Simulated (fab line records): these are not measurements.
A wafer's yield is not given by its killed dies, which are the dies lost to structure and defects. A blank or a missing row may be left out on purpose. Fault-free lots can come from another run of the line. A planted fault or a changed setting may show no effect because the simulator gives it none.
Which tool was responsible? + flow gf180mcu + Sampling: 13 lots, 39 wafers, 6 of 602 route steps

== WHAT THE GAUGES READ, wafer by wafer ==
GF_POLY_GATE_THK_MEAS_01. Usual: POLY_GATE_CVD_00_THK 199.1 nm, standard deviation 1.7.
| lot  | measured     | on           | POLY_GATE_CVD_00_THK (nm) | flag |
|------|--------------|--------------|---------------------------|------|
| L660 | day 9 00:16  | filmMetro-03 | 199.6 200.4 200.2         |      |
| L664 | day 10 06:55 | filmMetro-03 | 199.6 200.0 198.9         |      |
| L665 | day 10 10:50 | filmMetro-02 | 199.0 200.2 199.7         |      |
| L666 | day 10 18:37 | filmMetro-02 | 200.8 198.5 200.1         |      |
| L667 | day 11 01:02 | filmMetro-02 | 198.6 199.0 199.3         |      |
| L671 | day 12 11:37 | filmMetro-04 | 198.7 200.1 199.6         |      |
| L673 | day 13 02:25 | filmMetro-02 | 197.8 196.9 198.1         |      |
| L674 | day 13 06:11 | filmMetro-02 | 199.2 199.2 199.8         |      |
| L676 | day 13 21:25 | filmMetro-04 | 195.8 196.9 197.0         |      |
| L677 | day 14 02:55 | filmMetro-03 | 198.1 199.3 197.8         |      |
| L679 | day 14 12:50 | filmMetro-04 | 198.3 198.8 199.0         |      |
| L680 | day 14 18:04 | filmMetro-02 | 200.0 199.4 201.2         |      |
| L681 | day 15 03:47 | filmMetro-04 | 199.8 202.1 199.6         |      |

GF_HV_LDD_CD_MEAS_07: the cd target is 400 nm. Usual: cdNm 400.9 nm, standard deviation 2.8.
| lot  | measured     | on       | cdNm (nm)         | flag |
|------|--------------|----------|-------------------|------|
| L660 | day 10 11:42 | cdSem-02 | 401.0 400.8 400.3 |      |
| L664 | day 11 22:07 | cdSem-02 | 403.7 402.6 401.8 |      |
| L665 | day 12 01:46 | cdSem-02 | - - -             | OFF  |
| L666 | day 12 11:12 | cdSem-02 | - - -             | OFF  |
| L667 | day 12 17:01 | cdSem-01 | - - -             | OFF  |
| L671 | day 14 07:41 | cdSem-01 | 395.6 396.8 396.6 |      |
| L673 | day 14 21:00 | cdSem-01 | 402.5 401.9 401.2 |      |
| L674 | day 15 02:25 | cdSem-01 | 405.3 401.1 403.1 |      |
| L676 | day 15 18:46 | cdSem-01 | 401.3 402.1 402.3 |      |
| L677 | day 15 23:46 | cdSem-02 | 402.3 403.8 405.3 |      |
| L679 | day 16 11:25 | cdSem-01 | 398.9 402.5 401.1 |      |
| L680 | day 16 15:33 | cdSem-02 | 399.7 400.6 400.1 |      |
| L681 | day 17 01:10 | cdSem-01 | 398.8 399.6 399.0 |      |

GF_HV_LDD_OVL_MEAS_20. Usual: HV_LDD_01_OVL -0.4 nm, standard deviation 1.2.
| lot  | measured     | on         | HV_LDD_01_OVL (nm) | flag |
|------|--------------|------------|--------------------|------|
| L660 | day 11 06:28 | overlay-02 | -0.9 -0.4 0.3      |      |
| L664 | day 12 18:06 | overlay-02 | 1.3 -0.3 0.0       |      |
| L665 | day 12 21:31 | overlay-01 | -1.2 0.0 -0.2      |      |
| L666 | day 13 06:41 | overlay-02 | -1.8 -2.0 -2.3     |      |
| L667 | day 13 12:41 | overlay-02 | 0.4 -1.1 -2.1      |      |
| L671 | day 15 05:34 | overlay-01 | 0.4 -1.5 -0.3      |      |
| L673 | day 15 19:29 | overlay-01 | -1.3 -0.5 -0.8     |      |
| L674 | day 16 00:44 | overlay-01 | 1.7 1.6 1.1        |      |
| L676 | day 16 18:02 | overlay-02 | 1.0 1.2 0.3        |      |
| L677 | day 16 22:41 | overlay-02 | -1.4 1.0 0.1       |      |
| L679 | day 17 10:14 | overlay-02 | -0.2 -2.5 0.2      |      |
| L680 | day 17 13:49 | overlay-02 | -1.0 -1.9 -3.2     |      |
| L681 | day 18 00:25 | overlay-02 | -0.4 -0.4 -1.4     |      |

GF_HV_LDD_TW_MEAS_23. Usual: HV_LDD_2_TW 1062, standard deviation 16.
| lot  | measured     | on           | HV_LDD_2_TW                   | flag |
|------|--------------|--------------|-------------------------------|------|
| L660 | day 11 06:46 | filmMetro-01 | 1041 1042 1033                |      |
| L664 | day 12 18:23 | filmMetro-03 | 1083 1077 1077                |      |
| L665 | day 12 21:49 | filmMetro-04 | 2482 2498 2486 2491 2484 2494 | OFF  |
| L666 | day 13 06:59 | filmMetro-01 | 2425 2436 2432 2432 2431 2423 | OFF  |
| L667 | day 13 12:58 | filmMetro-01 | 2427 2437 2436 2430 2430 2427 | OFF  |
| L671 | day 15 05:52 | filmMetro-01 | 1038 1035 1032                |      |
| L673 | day 15 19:47 | filmMetro-03 | 1073 1069 1072                |      |
| L674 | day 16 01:02 | filmMetro-03 | 1074 1073 1078                |      |
| L676 | day 16 18:19 | filmMetro-04 | 1072 1072 1075                |      |
| L677 | day 16 22:58 | filmMetro-03 | 1080 1075 1075                |      |
| L679 | day 17 10:31 | filmMetro-01 | 1035 1035 1033                |      |
| L680 | day 17 14:07 | filmMetro-03 | 1073 1074 1076                |      |
| L681 | day 18 00:42 | filmMetro-01 | 1039 1033 1038                |      |

== TOOL THAT RAN EACH LOT (tool first, then ch and the chambers of the sampled wafers, then the start) ==
| lot  | GF_VT_IMPLANT_RTA_45            | GF_HV_LDD_COAT_02                |
|------|---------------------------------|----------------------------------|
| L660 | rtpAnneal-01 ch 0, day 8 01:25  | lithoTrack-03 ch 0, day 10 03:13 |
| L664 | rtpAnneal-02 ch 0, day 9 06:56  | lithoTrack-02 ch 0, day 11 12:49 |
| L665 | rtpAnneal-01 ch 0, day 9 10:10  | lithoTrack-03, day 11 16:10      |
| L666 | rtpAnneal-01 ch 0, day 9 19:44  | lithoTrack-02, day 12 01:39      |
| L667 | rtpAnneal-02 ch 0, day 10 01:29 | lithoTrack-03, day 12 06:51      |
| L671 | rtpAnneal-02 ch 0, day 11 10:59 | lithoTrack-02 ch 0, day 13 20:49 |
| L673 | rtpAnneal-01 ch 0, day 12 00:40 | lithoTrack-01 ch 0, day 14 10:12 |
| L674 | rtpAnneal-01 ch 0, day 12 04:40 | lithoTrack-01 ch 0, day 14 16:09 |
| L676 | rtpAnneal-02 ch 0, day 12 19:34 | lithoTrack-02 ch 0, day 15 07:37 |
| L677 | rtpAnneal-02 ch 0, day 13 01:00 | lithoTrack-03 ch 0, day 15 12:43 |
| L679 | rtpAnneal-01 ch 0, day 13 09:08 | lithoTrack-03 ch 0, day 16 00:03 |
| L680 | rtpAnneal-01 ch 0, day 13 15:52 | lithoTrack-02 ch 0, day 16 04:27 |
| L681 | rtpAnneal-02 ch 0, day 14 00:37 | lithoTrack-03 ch 0, day 16 14:16 |
- GF_VT_IMPLANT_RTA_45: time 30 s.
- GF_HV_LDD_COAT_02: resist thk 1000 nm.

== AS READ BY THE TOOLS THEMSELVES (means over the sampled wafers that have a number; for cases with no such wafer, the mark the record gives instead) ==
GF_VT_IMPLANT_RTA_45. Usual: chamberO2Ppm 2.000, standard deviation 0.022; lampPowerPct 35.8 %, standard deviation 2.8; wafer_temp_C_max 1056.4, standard deviation 1.3.
| lot  | tool         | chamberO2Ppm | lampPowerPct (%) | wafer_temp_C_max | flag |
|------|--------------|--------------|------------------|------------------|------|
| L660 | rtpAnneal-01 | 1.986        | 33.0             | 1056.9           |      |
| L664 | rtpAnneal-02 | 2.007        | 38.7             | 1056.5           |      |
| L665 | rtpAnneal-01 | 2.018        | 33.0             | 1056.8           |      |
| L666 | rtpAnneal-01 | 1.989        | 33.0             | 1057.8           |      |
| L667 | rtpAnneal-02 | 1.981        | 38.6             | 1055.7           |      |
| L671 | rtpAnneal-02 | 2.004        | 38.6             | 1055.6           |      |
| L673 | rtpAnneal-01 | 1.993        | 33.0             | 1057.4           |      |
| L674 | rtpAnneal-01 | 1.971        | 33.0             | 1056.6           |      |
| L676 | rtpAnneal-02 | 2.012        | 38.6             | 1056.1           |      |
| L677 | rtpAnneal-02 | 2.011        | 38.7             | 1055.6           |      |
| L679 | rtpAnneal-01 | 1.997        | 33.1             | 1057.0           |      |
| L680 | rtpAnneal-01 | 2.009        | 33.0             | 1055.8           |      |
| L681 | rtpAnneal-02 | 1.989        | 38.6             | 1056.7           |      |

GF_HV_LDD_COAT_02. Usual: chillPlateTempC 22.99 C, standard deviation 0.11; dispensePressureKPa 51.7 kPa, standard deviation 1.
| lot  | tool          | chillPlateTempC (C) | dispensePressureKPa (kPa) | flag |
|------|---------------|---------------------|---------------------------|------|
| L660 | lithoTrack-03 | 22.92               | 50.4                      |      |
| L664 | lithoTrack-02 | 22.88               | 51.8                      |      |
| L665 | lithoTrack-03 | -                   | -                         | OFF  |
| L666 | lithoTrack-02 | -                   | -                         | OFF  |
| L667 | lithoTrack-03 | -                   | -                         | OFF  |
| L671 | lithoTrack-02 | 23.13               | 51.7                      |      |
| L673 | lithoTrack-01 | 22.93               | 53.1                      |      |
| L674 | lithoTrack-01 | 22.92               | 53.0                      |      |
| L676 | lithoTrack-02 | 23.00               | 51.8                      |      |
| L677 | lithoTrack-03 | 22.90               | 50.4                      |      |
| L679 | lithoTrack-03 | 23.00               | 50.5                      |      |
| L680 | lithoTrack-02 | 23.02               | 51.8                      |      |
| L681 | lithoTrack-03 | 22.90               | 50.5                      |      |

== THE ANSWER, worked out from the rows above alone ==
Rule: lot off if the mean of its wafers having a number is beyond 3 standard deviations from the usual mean. A lot without any number at a reading at which 4 lots or more have one is off too. Any other lot the step has rows for is counted as sound. Order of review: gauges by route order, followed by the tools' own readings, for which a lot's mean as printed above is used. The first step at which some lot is off is used, and at that step the reading that is off furthest; a lot without a number counts as furthest.
Off: L665, L666, L667, at GF_HV_LDD_CD_MEAS_07 (cdNm). Without a number there: L665, L666, L667.
A tool fits if, at a process step before that reading, it ran every lot that is off, and no sound lot after the first of them. The gauges at GF_HV_LDD_CD_MEAS_07 aren't tried: what is off there is off at GF_HV_LDD_TW_MEAS_23 too, on other tools, and a gauge's error can't cause that. No candidate that was tried fits.

== WHAT THE SIMULATOR PUT IN ==
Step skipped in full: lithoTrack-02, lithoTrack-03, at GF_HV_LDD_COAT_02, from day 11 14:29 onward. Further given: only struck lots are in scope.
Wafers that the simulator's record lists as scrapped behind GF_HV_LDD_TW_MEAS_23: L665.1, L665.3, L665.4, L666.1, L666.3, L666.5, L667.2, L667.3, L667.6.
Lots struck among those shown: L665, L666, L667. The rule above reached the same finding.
